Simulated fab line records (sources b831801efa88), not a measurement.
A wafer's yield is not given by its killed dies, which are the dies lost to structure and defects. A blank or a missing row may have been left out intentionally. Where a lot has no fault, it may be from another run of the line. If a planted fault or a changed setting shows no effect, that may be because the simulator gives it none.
Chamber matching ; flow sky130 ; 4 sister chambers for SKY_VIA1_CMP_02 on cmp-02
The step polishes SiO2. 14 wafers are shown with their chamber, then 7 later ones without.

== WAFERS WITH THEIR CHAMBER ==
wafer;chamber;motorCurrentA (A);slurryFlowMlMin
L808.1;2;11.2;150.0
L808.4;0;12.6;150.5
L808.6;1;9.3;150.0
L811.1;0;12.8;150.5
L811.3;1;10.1;150.2
L811.6;0;12.4;150.2
L815.2;1;9.6;148.7
L815.4;2;11.3;150.3
L815.5;2;10.9;150.6
L818.1;0;12.1;150.5
L818.2;1;9.6;150.5
L818.5;2;11.5;149.3
L825.1;3;13.8;149.7
L825.3;1;9.8;149.6

SIGNATURES (means of the wafers above)
reading;chamber 0;chamber 1;chamber 2;chamber 3;scatter within a chamber
motorCurrentA;12.475;9.680;11.225;13.800;0.283
slurryFlowMlMin;150.425;149.800;150.050;149.700;0.542
Rule: for each reading, subtract the chamber's mean from the wafer's reading, divide by that reading's scatter and square the result; add these up over the readings and take the root, which gives the wafer's distance from the chamber. The wafer belongs to the nearest chamber; if the next one is less than 2 further off, it can't be placed. How the scatter is found: for the shown wafers, subtract from each reading the mean of its chamber, square and add these, divide the total by (wafers less chambers), then take the root.

== WAFERS WITH NO CHAMBER GIVEN ==
wafer;motorCurrentA (A);slurryFlowMlMin
L825.6;12.5;150.3
L826.1;12.2;149.5
L826.2;13.1;150.0
L826.4;9.8;149.2
L831.1;11.9;149.8
L831.2;13.9;149.8
L831.4;11.7;150.3

== EACH ONE'S CHAMBER ==
wafer;from the rows above;in truth
L825.6;0;0
L826.1;can't be placed: 0 or 2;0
L826.2;can't be placed: 0 or 3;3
L826.4;1;1
L831.1;can't be placed: 0 or 2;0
L831.2;3;3
L831.4;can't be placed: 2 or 0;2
Correctly placed: 3 of 7. Cannot be placed on the basis of these rows: 4; the candidates contain the true chamber in 4. Placed wrongly: 0.
